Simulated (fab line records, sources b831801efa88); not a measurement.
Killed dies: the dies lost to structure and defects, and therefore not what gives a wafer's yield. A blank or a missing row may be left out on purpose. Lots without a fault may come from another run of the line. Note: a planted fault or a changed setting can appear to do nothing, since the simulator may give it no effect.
Comparing a struck lot with a sound one || flow sky130 || 18 out of 708 route steps
Sound: these wafers, L427.1, L427.4, L427.6. Struck: wafers L412.3, L412.4 (left out: L412.2, a lot-mate that was not struck); the cause follows at the end.
Order at every step that has rows: each side's tool, ch and its chambers, its first start. Under that, the readings that differ: sound wafers || struck wafers || difference of the means || sigmas: that difference in standard deviations of wafers without a fault.
alike: readings whose means differ by less than 2 such deviations, and words and numbers that are the same on both sides. not compared: withheld readings, readings that some wafer has no value for, bounds like >300 that may hide the same value, and numbers for which the record gives no deviation and whose values overlap.
Wherever a step has rows on one side only, a row that says differs or no value, or a row with sigmas, the two part there. When numbers do not overlap yet have no deviation, they are printed without sigmas and do not part them. A reading missing from all wafers of one side parts the sides only when that side holds two or more wafers.

first, 3 steps without rows for these wafers: SKY_VIA2_EXPOSE_09 (exposes mask VIM2, target cd 200 nm); SKY_VIA2_PEB_10; SKY_VIA2_DEVELOP_11 (develop time 60 s).
SKY_VIA2_CD_MEAS_12 targets a cd of 200 nm.
  struck on cd sem-01, day 37 17:14; sound on cd sem-01, day 42 08:46
  alike: cd nm
SKY_VIA2_OVL_MEAS_13:
  struck on overlay-02, day 37 17:20; sound on overlay-01, day 42 08:53
  alike: VIA2_OVL
SKY_VIA2_ETCH_14: etches BARC in N2/H2, stops on SiO2, time 45.9 s, target depth 60 nm.
  sound on rie diel-01 ch 1,3, day 42 08:55; struck on rie diel-02 ch 0,2, day 37 17:22
  alike: chamber pressure mTorr, drypump motor current A, oes product au, throttle valve pct
  not compared: rf hours counter h
SKY_VIA2_ETCH_15: etches SiO2 in C4F8/O2/Ar, stops on TiN, target depth 546 nm, time 84 s.
  sound on rie diel-01 ch 1,3, day 42 08:58; struck on rie diel-02 ch 0,2, day 37 17:25
  alike: chamber pressure mTorr, oes product au
  not compared: rf hours counter h
SKY_VIA2_STRIP_16: strips in O2/N2.
  sound on plasma asher-02 ch 0,1, day 42 09:01; struck on plasma asher-02 ch 0,1, day 37 17:28
  alike: chamber pressure mTorr, drypump motor current A, o2 flow sccm, oes product au, strip time to endpoint s
  not compared: rf hours counter h
then, 3 steps without rows for these wafers: SKY_VIA2_STRIP_17 (strips in post etch residue remover, time 1200 s); SKY_VIA2_CLEAN_18 (cleans in IPA, time 180 s); SKY_VIA2_CLEAN_19 (cleans in O3/DIW).
SKY_VIA2_SPUTTER_20: material TiN, target thk 20 nm, time 80 s.
  struck on pvd sputter-02, day 37 18:06; sound on pvd sputter-04, day 42 09:37
  alike: cathode dc power W, chamber pressure pa, throttle valve pct
SKY_VIA2_CVD_21: deposits W, target thk 420 nm, time 126.4 s.
  sound on cvd w-02 ch 0,1, day 42 09:41; struck on cvd w-01 ch 0,1, day 37 18:10
{"reading": "model.W_of_VIA2_CVD_21.thk nm (nm)", "sound": "419.9 419.2 421.1", "struck": "274.6 281.5", "difference": -142.0, "sigmas": ""}
  alike: heater power w
SKY_VIA2_RS_MEAS_22: uses a four-point probe to measure.
  struck on film metro-01, day 37 18:35; sound on film metro-03, day 42 09:49
{"reading": "VIA2_W_RS (ohm/sq)", "sound": "0.273 0.273 0.272", "struck": "0.418 0.409", "difference": "+0.141", "sigmas": "+36"}
  not compared: hold
SKY_VIA2_THK_MEAS_23: measures by xrf.
  struck on film metro-01, day 37 21:15; sound on film metro-03, day 42 09:56
{"reading": "VIA2_W_THK (nm)", "sound": "416 419 419", "struck": "271 278", "difference": -144, "sigmas": -24}
  not compared: hold
SKY_VIA2_CMP_24: polishes, stops on SiO2, t overpolish 20 s, target thk 0 nm.
  sound on cmp-01 ch 1,2,3, day 42 10:00; struck on cmp-01 ch 0,3, day 38 02:47
{"reading": "hold", "sound": "- - -", "struck": "await dispo/5.2h/release await dispo/5.2h/release", "difference": "no value on the sound wafers", "sigmas": ""}
{"reading": "time to endpoint s (s)", "sound": "101 97 98", "struck": "66 69", "difference": -31, "sigmas": -9}
  alike: motor current A
SKY_METAL3_SPUTTER_00: material Ti, target thk 15 nm, time 10 s.
  struck on pvd sputter-01, day 38 03:05; sound on pvd sputter-01, day 42 10:18
  alike: cathode dc power W, chamber pressure pa, throttle valve pct
following that, these wafers have no rows for 1 step: SKY_PAD_OPEN_PROBE_99.

== WHERE THEY PART ==
Earliest at SKY_VIA2_RS_MEAS_22; latest, in this record, at SKY_VIA2_CMP_24. Later steps at which nothing parts them and some readings are alike: SKY_METAL3_SPUTTER_00.

WHY: what the simulator had put in
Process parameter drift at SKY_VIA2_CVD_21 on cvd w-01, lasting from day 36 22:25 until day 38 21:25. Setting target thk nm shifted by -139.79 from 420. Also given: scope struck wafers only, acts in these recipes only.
